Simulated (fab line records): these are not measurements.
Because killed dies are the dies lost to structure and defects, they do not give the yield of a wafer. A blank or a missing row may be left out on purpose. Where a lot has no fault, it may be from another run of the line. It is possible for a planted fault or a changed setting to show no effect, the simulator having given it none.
Chamber matching ; flow gf180mcu ; cmp-01 running GF_V1_CMP_04: 4 sister chambers
The step polishes SiO2. 8 wafers are shown with their chamber, then 8 later ones without.

== WAFERS, EACH WITH ITS CHAMBER ==
wafer;chamber;motorCurrentA (A);timeToEndpointS (s)
L090.3;3;10.4;76
L090.4;2;12.7;84
L090.5;0;14.4;78
L090.6;1;10.6;78
L091.1;3;9.5;77
L091.2;0;14.6;72
L091.3;2;12.3;77
L091.4;1;11.1;78

== WAFERS MISSING THEIR CHAMBER ==
wafer;motorCurrentA (A);timeToEndpointS (s)
L091.5;9.8;80
L091.6;12.1;81
L092.1;13.5;72
L092.2;10.0;81
L092.3;12.6;83
L092.4;9.7;83
L092.5;11.3;78
L092.6;14.4;78

== CHAMBER TAKEN BY EACH ==
wafer;from the rows above;in truth
L091.5;can't be placed: 3 or 1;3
L091.6;2;2
L092.1;can't be placed: 0 or 2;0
L092.2;can't be placed: 3 or 1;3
L092.3;2;2
L092.4;can't be placed: 3 or 1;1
L092.5;can't be placed: 1 or 2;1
L092.6;0;0
Correct placement for 3 of the 8. These rows do not allow placing 5 (true chamber among the candidates in 5). Placed wrongly: 0.
How it was worked out, from the rows above alone: a wafer's distance from a chamber is the root of the sum, over the readings, of the square of ((its reading less the chamber's mean) divided by the reading's scatter). If the next closest chamber is less than 2 further off than the closest, the wafer can't be placed; otherwise it belongs to the closest. A chamber's mean is the mean of its shown wafers. The scatter: take each reading less its chamber's mean, square it, sum over the shown wafers, divide by the number of wafers less the number of chambers, and take the root.
